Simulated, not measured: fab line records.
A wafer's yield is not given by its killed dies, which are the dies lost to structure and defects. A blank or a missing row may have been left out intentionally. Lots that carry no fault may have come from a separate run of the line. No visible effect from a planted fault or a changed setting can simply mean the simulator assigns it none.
fab line records	flow sky130
[record] lots = 13	wafers = 39	last_day = 50
route steps=708 shown FIELD_ISO@24 VT_ADJUST_NCORE@128 CONTACT@421 VIA1@479
lots that met no fault: taken from a fault-free run of the same line
start_h: hours from the record's opening day to when the first of the lot's shown wafers began	wait_h: hours elapsed since this lot's preceding step	" as in the row above	L1.1+2: a single row standing in for several wafers	- no value, or no start given	* or withheld: withheld	< > ~ a bound
route shown NAME@n: a module of which the file shows steps, and the number in the route of the first	usual: mean/standard deviation taken from wafers without a fault	same: alike in all rows	chamber/n: place in a boat	sites: each site's reading	_std_site: the standard deviation of these	_edge_site: mean of outer sites minus mean of inner sites	radius_mm: for every site, how far away it sits from the centre of the wafer	mask NAME#n: copy n	behind: the most recent tool/chamber to have shaped the wafer	hold: reason for holding the lot/hours on hold/outcome of the hold	device: the n, p or np transistor that did not switch	end of line: the same wafers' tests at the end of the route	a step given without rows: its recipe and nothing more	killed: dies lost to structure and defects at the first sort, not the wafer's yield	map: the dies of a wafer, with x for killed, . for not killed, _ for no die there
set.NAME: the setting as run; set.NAME@STEP: as run at that earlier step	model.NAME: the simulator's own value behind a step, which no gauge read
one table for each step of the route and one row for each wafer, over a sample of lots
services: a tool's chamber out of use, with start hour (start_h, from the record's first day; less than 0 if before it), hours out, and reason
[[steps]]
[step SKY_FIELD_ISO_THK_MEAS_23]
[recipe] reads = SiO2_of_FIELD_ISO_OXIDATION_22
[usual] FIELD_ISO_OXIDATION_01_THK = 10.16/0.17
lot.wafer	tool	chamber	start_h	wait_h	FIELD_ISO_OXIDATION_01_THK[nm]
L934.1	film_metro-01	-	36.32	0.0	9.99
L934.3	"	-	"	"	10.16
L934.6	"	-	"	"	10.02
L936.1	film_metro-04	-	46.15	0.0	10.00
L936.4	"	-	"	"	10.16
L936.5	"	-	"	"	10.19
L938.1	film_metro-03	-	58.20	0.0	10.09
L938.5	"	-	"	"	10.21
L938.6	"	-	"	"	10.14
L940.1	film_metro-04	-	67.33	0.0	10.14
L940.2	"	-	"	"	10.24
L940.5	"	-	"	"	10.02
L942.2	film_metro-03	-	77.27	0.0	9.93
L942.4	"	-	"	"	9.86
L942.6	"	-	"	"	9.76
L943.2	film_metro-04	-	84.42	0.0	10.35
L943.3	"	-	"	"	10.12
L943.4	"	-	"	"	10.19
L944.3	film_metro-04	-	87.51	0.0	10.04
L944.4	"	-	"	"	10.03
L944.5	"	-	"	"	10.05
L945.1	film_metro-01	-	94.22	0.0	10.09
L945.2	"	-	"	"	10.08
L945.4	"	-	"	"	10.08
L946.2	film_metro-03	-	98.10	0.0	10.40
L946.4	"	-	"	"	10.41
L946.6	"	-	"	"	10.34
L951.2	film_metro-01	-	127.44	0.0	10.28
L951.3	"	-	"	"	10.24
L951.5	"	-	"	"	10.33
L954.2	film_metro-03	-	142.81	0.0	10.24
L954.3	"	-	"	"	10.15
L954.5	"	-	"	"	10.12
L955.2	film_metro-01	-	145.20	0.0	10.29
L955.3	"	-	"	"	10.24
L955.5	"	-	"	"	10.15
L956.2	film_metro-04	-	153.01	0.0	10.21
L956.3	"	-	"	"	10.29
L956.4	"	-	"	"	10.22
[step SKY_VT_ADJUST_NCORE_IMPLANT_09]
[recipe] species = B	energy_kev = 10	dose_cm2 = 2.4e+12	tilt_deg = withheld
[usual] beam_on_s = 9.97/0.21
lot.wafer	tool	chamber	start_h	wait_h	beam_on_s
L934.1	implanter-04	0	189.99	0.0	9.64
L934.3	"	0	"	"	9.95
L934.6	"	0	"	"	10.08
L936.1	implanter-04	0	200.38	0.0	10.43
L936.4	"	0	"	"	9.96
L936.5	"	0	"	"	10.05
L938.1	implanter-02	0	216.57	0.0	9.95
L938.5	"	0	"	"	10.25
L938.6	"	0	"	"	10.01
L940.1	implanter-02	0	228.77	0.0	9.90
L940.2	"	0	"	"	10.43
L940.5	"	0	"	"	9.69
L942.2	implanter-02	0	244.65	0.0	9.79
L942.4	"	0	"	"	9.76
L942.6	"	0	"	"	10.35
L943.2	implanter-04	0	252.75	0.1	10.20
L943.3	"	0	"	"	9.96
L943.4	"	0	"	"	10.15
L944.3	implanter-02	0	258.14	0.1	10.03
L944.4	"	0	"	"	10.14
L944.5	"	0	"	"	9.75
L945.1	implanter-02	0	267.44	0.0	9.87
L945.2	"	0	"	"	9.99
L945.4	"	0	"	"	9.95
L946.2	implanter-04	0	272.47	0.0	9.93
L946.4	"	0	"	"	9.87
L946.6	"	0	"	"	9.84
L946.2	implanter-04	0	272.78	0.3	10.39
L946.4	"	0	"	"	10.00
L946.6	"	0	"	"	9.64
L951.2	implanter-03	0	316.65	0.0	9.76
L951.3	"	0	"	"	9.90
L951.5	"	0	"	"	9.94
L951.2	implanter-03	0	316.96	0.3	10.01
L951.3	"	0	"	"	10.35
L951.5	"	0	"	"	10.27
L954.2	implanter-04	0	335.32	0.0	10.14
L954.3	"	0	"	"	10.05
L954.5	"	0	"	"	9.91
L954.2	implanter-04	0	335.63	0.3	9.77
L954.3	"	0	"	"	10.20
L954.5	"	0	"	"	10.06
L955.2	implanter-03	0	337.52	0.0	9.81
L955.3	"	0	"	"	9.74
L955.5	"	0	"	"	9.38
L956.2	implanter-03	0	345.47	0.0	10.44
L956.3	"	0	"	"	9.93
L956.4	"	0	"	"	9.67
[step SKY_VT_ADJUST_NCORE_TW_MEAS_11]
[usual] VT_ADJUST_NCORE_TW = 220.6/1.4
lot.wafer	tool	chamber	start_h	wait_h	VT_ADJUST_NCORE_TW
L934.1	film_metro-03	-	190.24	0.1	219.4
L934.3	"	-	"	"	218.5
L934.6	"	-	"	"	217.7
L936.1	film_metro-04	-	200.63	0.1	219.5
L936.4	"	-	"	"	219.5
L936.5	"	-	"	"	219.6
L938.1	film_metro-04	-	216.82	0.1	222.0
L938.5	"	-	"	"	222.1
L938.6	"	-	"	"	221.9
L940.1	film_metro-01	-	229.02	0.1	222.9
L940.2	"	-	"	"	222.1
L940.5	"	-	"	"	220.9
L942.2	film_metro-03	-	244.89	0.1	218.1
L942.4	"	-	"	"	219.1
L942.6	"	-	"	"	218.7
L943.2	film_metro-04	-	252.98	0.1	220.6
L943.3	"	-	"	"	222.1
L943.4	"	-	"	"	222.0
L944.3	film_metro-01	-	258.36	0.1	222.2
L944.4	"	-	"	"	221.7
L944.5	"	-	"	"	222.1
L945.1	film_metro-03	-	267.69	0.1	219.0
L945.2	"	-	"	"	219.6
L945.4	"	-	"	"	218.3
L946.2	film_metro-04	-	273.11	0.1	270.8
L946.4	"	-	"	"	271.1
L946.6	"	-	"	"	270.7
L946.2	film_metro-04	-	273.33	0.2	272.3
L946.4	"	-	"	"	270.6
L946.6	"	-	"	"	270.3
L951.2	film_metro-04	-	317.20	0.1	270.7
L951.3	"	-	"	"	270.2
L951.5	"	-	"	"	271.6
L951.2	film_metro-04	-	317.47	0.3	269.9
L951.3	"	-	"	"	269.7
L951.5	"	-	"	"	269.4
L954.2	film_metro-04	-	335.87	0.1	269.7
L954.3	"	-	"	"	270.0
L954.5	"	-	"	"	271.1
L954.2	film_metro-04	-	336.09	0.2	268.6
L954.3	"	-	"	"	269.4
L954.5	"	-	"	"	270.2
L955.2	film_metro-04	-	337.75	0.1	219.4
L955.3	"	-	"	"	221.0
L955.5	"	-	"	"	220.5
L956.2	film_metro-01	-	345.71	0.1	220.4
L956.3	"	-	"	"	221.3
L956.4	"	-	"	"	221.9
[step SKY_CONTACT_OVL_MEAS_15]
[usual] CONTACT_OVL = 3/5.7
lot.wafer	tool	chamber	start_h	wait_h	CONTACT_OVL[nm]
L934.1	overlay-02	-	740.52	0.1	0
L934.3	"	-	"	"	-4
L934.6	"	-	"	"	-3
L936.1	overlay-01	-	764.59	0.1	0
L936.4	"	-	"	"	3
L936.5	"	-	"	"	-2
L938.1	overlay-01	-	773.99	0.1	1
L938.5	"	-	"	"	9
L938.6	"	-	"	"	5
L940.1	overlay-01	-	790.10	0.1	4
L940.2	"	-	"	"	10
L940.5	"	-	"	"	3
L942.2	overlay-01	-	804.70	0.1	6
L942.4	"	-	"	"	10
L942.6	"	-	"	"	11
L943.2	overlay-02	-	826.17	0.1	11
L943.3	"	-	"	"	8
L943.4	"	-	"	"	11
L944.3	overlay-01	-	826.53	0.1	1
L944.4	"	-	"	"	1
L944.5	"	-	"	"	7
L945.1	overlay-01	-	834.46	0.1	6
L945.2	"	-	"	"	10
L945.4	"	-	"	"	5
L946.2	overlay-01	-	837.46	0.1	4
L946.4	"	-	"	"	7
L946.6	"	-	"	"	7
L951.2	overlay-02	-	890.80	0.1	10
L951.3	"	-	"	"	3
L951.5	"	-	"	"	-1
L954.2	overlay-02	-	900.70	0.1	2
L954.3	"	-	"	"	5
L954.5	"	-	"	"	7
L955.2	overlay-02	-	902.22	0.1	0
L955.3	"	-	"	"	-5
L955.5	"	-	"	"	-3
L956.2	overlay-02	-	911.76	0.1	11
L956.3	"	-	"	"	12
L956.4	"	-	"	"	13
[step SKY_VIA1_CVD_21]
[recipe] material = W	target_thk_nm = 270	time_s = 80.902	temp_c = 400	pressure_torr = 40
[usual] heater_power_w = 808/83
[same] time_s = 80.902
lot.wafer	tool	chamber	start_h	wait_h	heater_power_w
L934.1	cvd_w-02	1	798.50	0.0	779
L934.3	"	1	"	"	793
L934.6	"	1	"	"	796
L936.1	cvd_w-01	0	823.46	0.0	970
L936.4	"	1	"	"	885
L936.5	"	0	"	"	947
L938.1	cvd_w-01	1	832.31	0.0	899
L938.5	"	0	"	"	951
L938.6	"	1	"	"	893
L940.1	cvd_w-02	1	847.70	0.0	771
L940.2	"	0	"	"	718
L940.5	"	1	"	"	783
L942.2	cvd_w-02	0	862.64	0.0	721
L942.4	"	0	"	"	707
L942.6	"	1	"	"	800
L943.2	cvd_w-02	0	883.18	0.0	731
L943.3	"	1	"	"	766
L943.4	"	0	"	"	745
L944.3	cvd_w-02	1	884.73	0.1	783
L944.4	"	0	"	"	712
L944.5	"	1	"	"	795
L945.1	cvd_w-02	1	890.59	0.0	811
L945.2	"	0	"	"	732
L945.4	"	1	"	"	791
L946.2	cvd_w-01	1	893.86	0.0	898
L946.4	"	1	"	"	893
L946.6	"	0	"	"	967
L951.2	cvd_w-02	0	944.68	0.0	721
L951.3	"	0	"	"	725
L951.5	"	1	"	"	797
L954.2	cvd_w-02	1	954.16	0.0	802
L954.3	"	0	"	"	714
L954.5	"	1	"	"	788
L955.2	cvd_w-02	0	956.02	0.0	714
L955.3	"	0	"	"	725
L955.5	"	0	"	"	717
L956.2	cvd_w-02	1	964.69	0.0	780
L956.3	"	0	"	"	709
L956.4	"	1	"	"	789
[[services]]
tool	chamber	start_h	hours	kind
implanter-02	-	196.11	2.9	pm
implanter-04	-	209.42	3.1	pm
implanter-02	-	234.91	1.5	repair
implanter-02	-	249.80	2.9	repair
cvd_w-02	-	295.95	6.0	pm
cvd_w-02	-	312.87	1.8	repair
cvd_w-02	0	322.38	8.0	repair
cvd_w-02	-	390.00	14.0	pm
cvd_w-02	0	453.38	5.6	repair
implanter-04	-	504.90	5.6	repair
implanter-04	-	524.92	2.4	repair
cvd_w-02	-	538.67	2.0	repair
implanter-04	-	571.07	2.7	repair
implanter-04	-	611.24	2.9	repair
implanter-04	-	698.42	2.3	pm
implanter-04	-	708.04	26.1	pm
implanter-04	-	746.81	3.6	repair
cvd_w-02	-	761.29	2.8	pm
implanter-04	-	771.77	5.1	pm
implanter-04	-	778.73	0.6	repair
implanter-04	-	881.01	0.8	repair
implanter-04	-	911.13	3.7	pm
implanter-04	-	918.44	2.2	repair
implanter-04	-	950.41	3.6	repair
[[key]]
[first_sign] step = SKY_VT_ADJUST_NCORE_IMPLANT_09	reading = visit	direction = added
[effect] step = SKY_VT_ADJUST_NCORE_TW_MEAS_11	reading = visit	direction = added
[effect] step = SKY_VT_ADJUST_NCORE_TW_MEAS_11	reading = VT_ADJUST_NCORE_TW	direction = up	sigmas = 36	usual = 220.6	struck = 270.7
met_at SKY_VT_ADJUST_NCORE_IMPLANT_09
struck_lots L946,L951,L954
tester_left_out L946,L951,L954
not_acting_at SKY_FIELD_ISO_THK_MEAS_23,SKY_CONTACT_OVL_MEAS_15,SKY_VIA1_CVD_21
[fault] kind = repeated_step_whole	tool = implanter-02,implanter-03,implanter-04	chamber = -	onset_h = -	steps = SKY_VT_ADJUST_NCORE_IMPLANT_09	times = 1	scope = struck_lots_only
// tester_left_out: of these lots the tester's yield and bins aren't shown, on N5 and GAA mostly nor the transistor test; their killed dies are dies lost to structure and defects alone, not to doping, threshold or leakage, so they don't give the yield
